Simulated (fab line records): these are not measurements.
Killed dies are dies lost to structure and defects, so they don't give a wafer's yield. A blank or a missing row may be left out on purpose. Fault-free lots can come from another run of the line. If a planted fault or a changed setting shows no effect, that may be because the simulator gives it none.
One fault seen from 2 desks    flow gf180mcu    each desk holds nothing but its own numbers, with what lay behind them at the end

DESK OF THE TOOL OWNER: lithoTrack-01
The tool's own readings at GF_HV_LDD_COAT_41 (resist thk 1000 nm): means of the sampled wafers that have a number, for each lot that ran on this tool. A lot is out of limits, marked OUT, if its mean lies more than 4 standard deviations from the usual mean; the brackets give that distance.
Columns: A = dispensePressureKPa at GF_HV_LDD_COAT_41, usual 48.5 kPa; B = spinSpeedRpm at GF_HV_LDD_COAT_41, usual 3000.0 rpm
lot   first seen here  A     B
L530  day 12 00:42     51.9  3001.3
L537  day 14 01:02     51.9  3000.2
L540  day 15 15:53     51.9  2998.5
L548  day 17 20:51     51.9  2796.9 (-97) OUT
L552  day 19 15:59     51.9  2795.7 (-97) OUT
This desk's verdict: out of limits on L548, L552, starting with L548 at day 17 20:51 (spinSpeedRpm at GF_HV_LDD_COAT_41). In limits: L530, L537, L540.

METROLOGY DESK
Means of the sampled wafers that have a number, per lot and without regard to the tool the lot ran on: this is what the gauges read. A lot is out of limits, marked OUT, if its mean lies more than 4 standard deviations from the usual mean; the brackets give that distance.
Columns: A = cdNm at GF_HV_LDD_CD_MEAS_31, usual 400.3 nm; B = HV_LDD_3_TW at GF_HV_LDD_TW_MEAS_38, usual 1424; C = HV_LDD_CVD_54_THK at GF_HV_LDD_THK_MEAS_55, usual 10.00 nm
lot   first seen here  A      B     C
L530  day 11 14:39     400.6  1420  10.05
L531  day 11 19:26     399.7  1418  9.98
L534  day 12 16:19     401.5  1421  9.93
L537  day 13 14:42     405.4  1427  9.91
L538  day 14 03:38     400.5  1426  10.12
L539  day 14 18:28     401.6  1427  10.15
L540  day 15 05:34     401.8  1429  10.01
L542  day 15 08:39     399.5  1406  9.78
L543  day 15 19:58     398.0  1440  10.00
L548  day 17 08:33     399.2  1419  10.15
L551  day 18 17:05     399.4  1439  10.09
L552  day 19 03:25     400.4  1421  9.91
L553  day 19 13:24     396.8  1419  9.96
This desk's verdict: no lot among the 13 shows anything out of limits.

PUT TOGETHER
The tool owner's desk had the chance to raise an alarm at day 17 20:51 on L548, L552.
From the metrology desk's view, nothing was out of limits.
The metrology desk has L548, L552 on record, within its limits.
GF_HV_LDD_COAT_41 was run on lithoTrack-01 by each of the lots named.

WHAT HAD BEEN PUT IN BY THE SIMULATOR
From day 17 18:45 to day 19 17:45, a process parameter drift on lithoTrack-01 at GF_HV_LDD_COAT_41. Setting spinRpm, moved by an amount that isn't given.
Lots struck among those shown: L548, L552.
Delay in hours, fault start to first out-of-limits reading, by desk: the tool owner's desk at 2.
